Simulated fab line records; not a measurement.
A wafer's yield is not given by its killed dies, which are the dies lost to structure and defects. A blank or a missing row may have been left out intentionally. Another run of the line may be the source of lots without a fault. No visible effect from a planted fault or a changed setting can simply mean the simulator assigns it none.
fab line records	flow sky130
record lots=10	wafers=30	last-day=50
route steps=708 shown FIELD_ISO@14 VT_ADJUST_HVTP@89 VT_ADJUST_LVTN@107 POLY_GATE@231 SD_N@356 PAD_OPEN@708
lots that met no fault: from a run of the same line without faults
start-h: start of the lot's first displayed wafer, in hours after the record's first day	wait-h: hours since the lot's step before	" repeats the value in the row above	L1.1+2: a row that stands for several wafers	- no value, or no start given	* or withheld: withheld	< > ~ a bound
route shown NAME@n: NAME is a module with steps in the file, n the number in the route of the first one	usual: mean/standard deviation taken from wafers without a fault	same: alike in all rows	chamber/n: place in a boat	sites: each site's reading	_std_site: the standard deviation of these	_edge_site: outer sites' mean less inner sites'	radius-mm: how far each site lies from the wafer's centre	mask NAME#n: copy n	behind: the most recent tool/chamber to have shaped the wafer	hold: cause of the lot's hold/its duration in hours/its outcome	device: the transistor (n, p or np) that didn't switch	end of line: the route-end tests of the same wafers	where a step has no rows: the recipe by itself	killed: not the wafer's yield, but the dies lost to structure and defects at the first sort	map: the dies of a wafer, with x for killed, . for not killed, _ for no die there
set.NAME: the setting the step ran with; set.NAME@STEP: the setting that earlier step ran with	model.NAME: the simulator's own value behind a step, which no gauge read
route steps across a sampled set of lots; one table per step, one row per wafer
services: the hour from which a tool's chamber was out of use, counted from the record's first day as start-h (under 0 if before that day), plus the number of hours and why
## steps
# step SKY_FIELD_ISO_CD_MEAS_13
# recipe target-cd-nm=150
# usual cd-nm=150.1/1.9
lot.wafer	tool	chamber	start-h	wait-h	cd-nm
L644.2	cd-sem-02	-	43.80	-	149.7
L644.3	"	-	"	"	151.2
L644.4	"	-	"	"	150.6
L646.1	cd-sem-01	-	54.66	-	151.5
L646.2	"	-	"	"	152.5
L646.4	"	-	"	"	150.5
L647.3	cd-sem-02	-	60.76	-	148.1
L647.4	"	-	"	"	146.4
L647.6	"	-	"	"	147.9
L648.2	cd-sem-02	-	67.24	-	151.2
L648.3	"	-	"	"	151.5
L648.5	"	-	"	"	150.4
L656.2	cd-sem-02	-	107.53	-	150.0
L656.3	"	-	"	"	150.6
L656.5	"	-	"	"	150.6
L658.3	cd-sem-01	-	126.21	-	151.9
L658.5	"	-	"	"	151.5
L658.6	"	-	"	"	150.9
L660.1	cd-sem-02	-	131.97	-	150.9
L660.4	"	-	"	"	151.7
L660.5	"	-	"	"	151.8
L661.1	cd-sem-02	-	136.01	-	151.7
L661.4	"	-	"	"	151.4
L661.5	"	-	"	"	150.3
L662.2	cd-sem-01	-	138.29	-	147.8
L662.3	"	-	"	"	148.4
L662.5	"	-	"	"	148.1
L664.1	cd-sem-01	-	147.33	-	148.4
L664.2	"	-	"	"	149.2
L664.6	"	-	"	"	149.5
# step SKY_VT_ADJUST_HVTP_EXPOSE_04
# recipe mask-id=HVTPM	na=0.6	source-shape=conventional	sigma-outer=0.6	polarization=unpolarized	target-cd-nm=380	dose-mj=140
# usual exposure-dose-mJ-cm2=140.82/0.14
lot.wafer	tool	chamber	start-h	wait-h	mask	exposure-dose-mJ-cm2
L644.2	iline-stepper-01	0	139.28	-	HVTPM#0	140.68
L644.3	"	0	"	"	HVTPM#0	140.90
L644.4	"	0	"	"	HVTPM#0	140.73
L646.1	iline-stepper-01	0	146.93	-	HVTPM#0	140.85
L646.2	"	0	"	"	HVTPM#0	140.56
L646.4	"	0	"	"	HVTPM#0	140.99
L647.3	iline-stepper-02	0	152.14	-	HVTPM#0	140.84
L647.4	"	0	"	"	HVTPM#0	140.70
L647.6	"	0	"	"	HVTPM#0	140.94
L648.2	iline-stepper-02	0	157.20	-	NWM_COMPLEMENT_LESS_NATIVE#0	140.92
L648.3	"	0	"	"	NWM_COMPLEMENT_LESS_NATIVE#0	140.73
L648.5	"	0	"	"	NWM_COMPLEMENT_LESS_NATIVE#0	140.75
L656.2	iline-stepper-02	0	204.73	-	HVTPM#0	140.82
L656.3	"	0	"	"	HVTPM#0	140.74
L656.5	"	0	"	"	HVTPM#0	140.89
L658.3	iline-stepper-01	0	228.27	-	HVTPM#0	140.73
L658.5	"	0	"	"	HVTPM#0	140.72
L658.6	"	0	"	"	HVTPM#0	140.83
L660.1	iline-stepper-02	0	233.91	-	HVTPM#0	140.63
L660.4	"	0	"	"	HVTPM#0	140.77
L660.5	"	0	"	"	HVTPM#0	140.74
L661.1	iline-stepper-02	0	236.81	-	HVTPM#0	140.75
L661.4	"	0	"	"	HVTPM#0	140.87
L661.5	"	0	"	"	HVTPM#0	140.85
L662.2	iline-stepper-02	0	239.80	-	HVTPM#0	140.96
L662.3	"	0	"	"	HVTPM#0	140.90
L662.5	"	0	"	"	HVTPM#0	140.91
L664.1	iline-stepper-02	0	256.86	-	HVTPM#0	140.96
L664.2	"	0	"	"	HVTPM#0	140.74
L664.6	"	0	"	"	HVTPM#0	140.68
# step SKY_VT_ADJUST_HVTP_CD_MEAS_07
# recipe target-cd-nm=380
# usual cd-nm=378.4/2.6
lot.wafer	tool	chamber	start-h	wait-h	cd-nm
L644.2	cd-sem-01	-	148.59	0.1	376.3
L644.3	"	-	"	"	376.4
L644.4	"	-	"	"	377.9
L646.1	cd-sem-01	-	156.26	0.1	382.5
L646.2	"	-	"	"	381.5
L646.4	"	-	"	"	379.4
L647.3	cd-sem-01	-	161.02	0.2	377.1
L647.4	"	-	"	"	377.0
L647.6	"	-	"	"	378.9
L648.2	cd-sem-01	-	166.30	0.1	-
L648.3	"	-	"	"	-
L648.5	"	-	"	"	-
L656.2	cd-sem-01	-	215.18	0.1	375.1
L656.3	"	-	"	"	373.8
L656.5	"	-	"	"	374.2
L658.3	cd-sem-01	-	238.87	0.1	381.7
L658.5	"	-	"	"	380.7
L658.6	"	-	"	"	378.3
L660.1	cd-sem-02	-	244.73	0.1	382.9
L660.4	"	-	"	"	377.8
L660.5	"	-	"	"	382.0
L661.1	cd-sem-02	-	248.91	0.1	378.8
L661.4	"	-	"	"	380.8
L661.5	"	-	"	"	378.7
L662.2	cd-sem-01	-	251.78	0.1	378.4
L662.3	"	-	"	"	377.2
L662.5	"	-	"	"	377.2
L664.1	cd-sem-01	-	267.63	0.1	375.4
L664.2	"	-	"	"	376.5
L664.6	"	-	"	"	374.5
# step SKY_VT_ADJUST_HVTP_TW_MEAS_11
# usual VT_ADJUST_HVTP_TW=1352/11
lot.wafer	tool	chamber	start-h	wait-h	VT_ADJUST_HVTP_TW
L644.2	film-metro-01	-	148.98	0.1	1365
L644.3	"	-	"	"	1368
L644.4	"	-	"	"	1368
L646.1	film-metro-03	-	156.66	0.1	1333
L646.2	"	-	"	"	1335
L646.4	"	-	"	"	1338
L647.3	film-metro-02	-	161.40	0.1	1343
L647.4	"	-	"	"	1353
L647.6	"	-	"	"	1342
L648.2	film-metro-02	-	166.70	0.1	30
L648.3	"	-	"	"	30
L648.5	"	-	"	"	30
L656.2	film-metro-03	-	215.58	0.1	1345
L656.3	"	-	"	"	1344
L656.5	"	-	"	"	1343
L658.3	film-metro-01	-	239.26	0.1	1361
L658.5	"	-	"	"	1374
L658.6	"	-	"	"	1369
L660.1	film-metro-02	-	245.14	0.1	1362
L660.4	"	-	"	"	1359
L660.5	"	-	"	"	1359
L661.1	film-metro-03	-	249.32	0.1	1328
L661.4	"	-	"	"	1331
L661.5	"	-	"	"	1339
L662.2	film-metro-02	-	252.18	0.1	1358
L662.3	"	-	"	"	1357
L662.5	"	-	"	"	1358
L664.1	film-metro-01	-	268.04	0.1	1371
L664.2	"	-	"	"	1367
L664.6	"	-	"	"	1374
# step SKY_VT_ADJUST_LVTN_TW_MEAS_10
# usual VT_ADJUST_LVTN_TW=239.7/1.8
lot.wafer	tool	chamber	start-h	wait-h	VT_ADJUST_LVTN_TW
L644.2	film-metro-03	-	168.13	0.1	237.5
L644.3	"	-	"	"	238.0
L644.4	"	-	"	"	238.6
L646.1	film-metro-02	-	176.77	0.1	242.2
L646.2	"	-	"	"	241.9
L646.4	"	-	"	"	242.2
L647.3	film-metro-03	-	182.04	0.1	237.1
L647.4	"	-	"	"	238.8
L647.6	"	-	"	"	239.1
L648.2	film-metro-02	-	186.98	0.1	1360.4
L648.3	"	-	"	"	1361.9
L648.5	"	-	"	"	1361.7
L656.2	film-metro-04	-	238.23	0.1	239.0
L656.3	"	-	"	"	239.3
L656.5	"	-	"	"	237.2
L658.3	film-metro-04	-	262.24	0.1	237.6
L658.5	"	-	"	"	238.6
L658.6	"	-	"	"	238.6
L660.1	film-metro-02	-	267.61	0.1	242.1
L660.4	"	-	"	"	241.3
L660.5	"	-	"	"	241.1
L661.1	film-metro-02	-	271.56	0.1	241.9
L661.4	"	-	"	"	242.4
L661.5	"	-	"	"	242.0
L662.2	film-metro-04	-	274.82	0.1	237.9
L662.3	"	-	"	"	237.8
L662.5	"	-	"	"	238.4
L664.1	film-metro-03	-	292.42	0.1	240.1
L664.2	"	-	"	"	238.9
L664.6	"	-	"	"	240.2
# step SKY_POLY_GATE_ETCH_17
# recipe target-depth-nm=180	stop-on=SiO2	over-etch-frac=0.56667	chemistry=HBr/Cl2	target=poly-Si	icp-w=400	bias-w=100	pressure-mtorr=10	HBr_flow_sccm=150	Cl2_flow_sccm=50	time-s=70.5
# usual drypump-motor-current-A=5.43/0.12	oes-product-au=0.984/0.0082	throttle-valve-pct=33.684/0.0097
# same time-s=70.5
lot.wafer	tool	chamber	start-h	wait-h	drypump-motor-current-A	oes-product-au	rf-hours-counter-h	throttle-valve-pct
L644.2	rie-si-01	2	401.12	0.0	5.42	0.989	5	33.691
L644.3	"	0	"	"	5.26	0.982	1	33.692
L644.4	"	0	"	"	5.25	0.973	-	33.704
L646.1	rie-si-01	3	415.66	0.0	5.63	0.989	69	33.678
L646.2	"	2	"	"	5.44	0.986	6	33.679
L646.4	"	1	"	"	5.38	0.993	0	33.674
L647.3	rie-si-01	0	418.61	0.0	5.25	0.985	1	33.667
L647.4	"	2	"	"	5.42	0.989	-	33.684
L647.6	"	3	"	"	5.64	0.996	-	33.693
L648.2	rie-si-01	1	425.16	0.0	5.39	0.996	0	33.691
L648.3	"	0	"	"	5.24	0.977	1	33.687
L648.5	"	3	"	"	5.62	1.001	-	33.700
L656.2	rie-si-02	1	501.46	0.0	5.53	0.991	50	33.671
L656.3	"	2	"	"	5.49	0.980	2	33.673
L656.5	"	2	"	"	5.49	0.980	-	33.670
L658.3	rie-si-01	3	533.55	0.0	5.63	0.988	0	33.673
L658.5	"	3	"	"	5.63	0.991	-	33.692
L658.6	"	2	"	"	5.43	0.972	-	33.678
L660.1	rie-si-02	0	536.76	0.0	5.46	0.973	4	33.686
L660.4	"	0	"	"	5.42	0.975	-	33.692
L660.5	"	3	"	"	5.28	0.984	-	33.689
L661.1	rie-si-01	2	542.11	0.0	5.44	0.985	6	33.695
L661.4	"	3	"	"	5.65	0.995	0	33.685
L661.5	"	3	"	"	5.63	0.992	-	33.685
L662.2	rie-si-02	3	546.46	0.0	5.31	0.995	32	33.688
L662.3	"	2	"	"	5.48	0.980	2	33.683
L662.5	"	3	"	"	5.29	0.990	-	33.678
L664.1	rie-si-02	1	566.57	0.0	5.49	0.995	0	33.670
L664.2	"	0	"	"	5.44	0.987	4	33.665
L664.6	"	0	"	"	5.41	0.986	-	33.688
# step SKY_SD_N_RTA_14
# recipe temp-c=1075	time-s=2	idle-temp-c=650	ramp-up-c-per-s=150	ramp-down-c-per-s=90	ambient=N2
# usual lamp-power-pct=15.73/0.056	wafer_temp_C_max=1078.0/1.4
# same time-s=2
lot.wafer	tool	chamber	start-h	wait-h	lamp-power-pct	wafer_temp_C_max
L644.2	rtp-anneal-02	0	679.23	0.0	15.77	1076.4
L644.3	"	0	"	"	15.77	1078.7
L644.4	"	0	"	"	15.64	1077.3
L646.1	rtp-anneal-01	0	689.82	0.0	15.79	1080.2
L646.2	"	0	"	"	15.68	1076.7
L646.4	"	0	"	"	15.71	1077.0
L647.3	rtp-anneal-01	0	692.56	0.0	15.69	1075.3
L647.4	"	0	"	"	15.75	1078.1
L647.6	"	0	"	"	15.76	1077.3
L648.2	rtp-anneal-02	0	709.70	0.0	15.74	1075.8
L648.3	"	0	"	"	15.70	1080.1
L648.5	"	0	"	"	15.80	1081.0
L656.2	rtp-anneal-02	0	767.04	0.0	15.70	1077.6
L656.3	"	0	"	"	15.72	1078.3
L656.5	"	0	"	"	15.50	1077.7
L658.3	rtp-anneal-01	0	794.93	0.0	15.76	1077.7
L658.5	"	0	"	"	15.77	1075.7
L658.6	"	0	"	"	15.74	1077.8
L660.1	rtp-anneal-02	0	797.67	0.0	15.62	1077.9
L660.4	"	0	"	"	15.64	1077.5
L660.5	"	0	"	"	15.71	1078.6
L661.1	rtp-anneal-01	0	803.27	0.0	15.78	1079.0
L661.4	"	0	"	"	15.73	1077.6
L661.5	"	0	"	"	15.74	1077.2
L662.2	rtp-anneal-02	0	810.70	0.0	15.76	1081.7
L662.3	"	0	"	"	15.71	1076.3
L662.5	"	0	"	"	15.80	1078.4
L664.1	rtp-anneal-02	0	822.50	0.0	15.76	1080.2
L664.2	"	0	"	"	15.73	1076.7
L664.6	"	0	"	"	15.82	1077.1
# step SKY_PAD_OPEN_PROBE_99
# usual killed_at_M0_to_M3=43/7.2	killed_at_M4_up=3.3/2	killed-at-contacts=25/5.8	killed-at-front-end=15/4.5	killed-at-other=0.3/0.62	killed-dies=86/9.4	killed-on-rim=17/3.7	killed-open=47/7.1	killed-short=39/6
# same gross-dies=492	killed-at-back-side=0
lot.wafer	tool	chamber	start-h	wait-h	killed_at_M0_to_M3	killed_at_M4_up	killed-at-contacts	killed-at-front-end	killed-at-other	killed-dies	killed-on-rim	killed-open	killed-short
L648.2	prober-02	-	1122.80	0.1	33	5	38	415	1	492	96	55	36
L648.3	prober-02	-	1122.85	0.2	39	4	22	427	0	492	96	47	36
L648.5	prober-02	-	1122.95	0.2	41	5	30	415	1	492	96	51	43
L661.1	prober-01	-	1184.64	0.1	36	6	21	11	0	74	19	34	39
L661.4	prober-01	-	1184.79	0.2	42	2	22	20	0	86	15	50	36
L661.5	prober-01	-	1184.84	0.2	51	3	19	17	1	91	15	59	32
# killed by level:class
L648.2 VT_ADJUST_HVTP:area-expose=400 CONTACT:geometric-particle:open=16 LI_CONTACT:geometric-particle:open=9 VIA1:geometric-particle:open=8 METAL1:geometric-particle:short=6 VIA3:geometric-particle:open=6 SPACER:geometric-particle:open=4 LI_CONTACT:geometric-particle:short=4
L648.3 VT_ADJUST_HVTP:area-expose=409 VIA1:geometric-particle:open=9 LI_CONTACT:geometric-particle:open=8 VIA3:geometric-particle:open=8 CONTACT:geometric-particle:open=6 FIELD_ISO:geometric-particle:short=5 POLY_GATE:geometric-particle:short=4 LOCAL_INTERCONNECT:geometric-particle:short=4
L648.5 VT_ADJUST_HVTP:area-expose=398 CONTACT:geometric-particle:open=11 LI_CONTACT:geometric-particle:open=8 VIA1:geometric-particle:open=7 POLY_GATE:geometric-particle:open=6 VIA3:geometric-particle:open=6 METAL1:geometric-particle:short=6 LOCAL_INTERCONNECT:geometric-particle:short=5
L661.1 CONTACT:geometric-particle:open=8 METAL2:geometric-particle:short=6 METAL4:geometric-particle:short=5 LI_CONTACT:geometric-particle:open=5 VIA2:geometric-particle:open=5 VIA3:geometric-particle:open=4 VIA1:geometric-particle:short=4 VIA1:geometric-particle:open=4
L661.4 VIA1:geometric-particle:open=11 CONTACT:geometric-particle:open=11 FIELD_ISO:geometric-particle:short=8 FIELD_ISO:geometric-particle:open=7 VIA2:geometric-particle:open=6 METAL2:geometric-particle:short=6 LI_CONTACT:geometric-particle:open=5 LOCAL_INTERCONNECT:geometric-particle:short=4
L661.5 VIA2:geometric-particle:open=13 CONTACT:geometric-particle:open=11 VIA3:geometric-particle:open=8 VIA1:geometric-particle:open=7 POLY_GATE:geometric-particle:open=5 METAL2:geometric-particle:short=5 VIA2:geometric-particle:short=5 FIELD_ISO:geometric-particle:open=4
## services
tool	chamber	start-h	hours	kind
rie-si-01	-	116.76	2.8	pm
rie-si-02	1	120.78	3.1	repair
rtp-anneal-01	-	125.61	2.4	pm
rie-si-01	0	142.98	2.4	repair
iline-stepper-02	-	147.81	1.7	pm
rie-si-01	0	183.25	1.0	repair
rtp-anneal-02	-	185.70	32.2	pm
iline-stepper-02	-	244.36	2.1	pm
rie-si-01	3	289.13	5.1	repair
rie-si-01	1	289.84	2.1	repair
iline-stepper-02	-	310.99	3.7	repair
iline-stepper-02	-	365.99	1.7	pm
rie-si-01	1	399.34	3.9	repair
rtp-anneal-02	-	416.86	3.0	pm
rie-si-01	1	417.90	6.1	repair
rie-si-01	3	427.47	1.9	repair
iline-stepper-02	-	483.47	3.7	repair
rie-si-01	1	502.11	12.5	repair
iline-stepper-02	-	507.55	12.8	repair
iline-stepper-02	-	521.26	6.6	repair
iline-stepper-02	-	584.17	1.7	pm
iline-stepper-02	-	604.38	4.4	pm
rie-si-01	-	732.00	0.4	repair
iline-stepper-02	-	802.35	1.7	pm
## key
first-sign step=SKY_VT_ADJUST_HVTP_EXPOSE_04	reading=mask	direction=changed
effect step=SKY_VT_ADJUST_HVTP_CD_MEAS_07	reading=cd-nm	direction=missing
effect step=SKY_VT_ADJUST_HVTP_TW_MEAS_11	reading=VT_ADJUST_HVTP_TW	direction=down	sigmas=99+	usual=1352	struck=30
effect step=SKY_VT_ADJUST_LVTN_TW_MEAS_10	reading=VT_ADJUST_LVTN_TW	direction=up	sigmas=99+	usual=239.7	struck=1361.3
effect step=SKY_PAD_OPEN_PROBE_99	reading=killed-at-front-end	direction=up	sigmas=90	usual=15	struck=419
more-kills-born-at SKY_VT_ADJUST_HVTP_EXPOSE_04@iline-stepper-02=1207
met-at SKY_VT_ADJUST_HVTP_EXPOSE_04
struck-lots L648
tester-left-out L648
not-acting-at SKY_FIELD_ISO_CD_MEAS_13,SKY_POLY_GATE_ETCH_17,SKY_SD_N_RTA_14
onset-between 152.14 157.20
fault kind=wrong-mask	tool=any	chamber=-	onset-h=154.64	steps=SKY_VT_ADJUST_HVTP_EXPOSE_04	aux-copy=NWM_COMPLEMENT_LESS_NATIVE#0	scope=struck-lots-only
# tester-left-out: of these lots the tester's yield and bins aren't shown, on N5 and GAA mostly nor the transistor test; their killed dies are dies lost to structure and defects alone, not to doping, threshold or leakage, so they don't give the yield
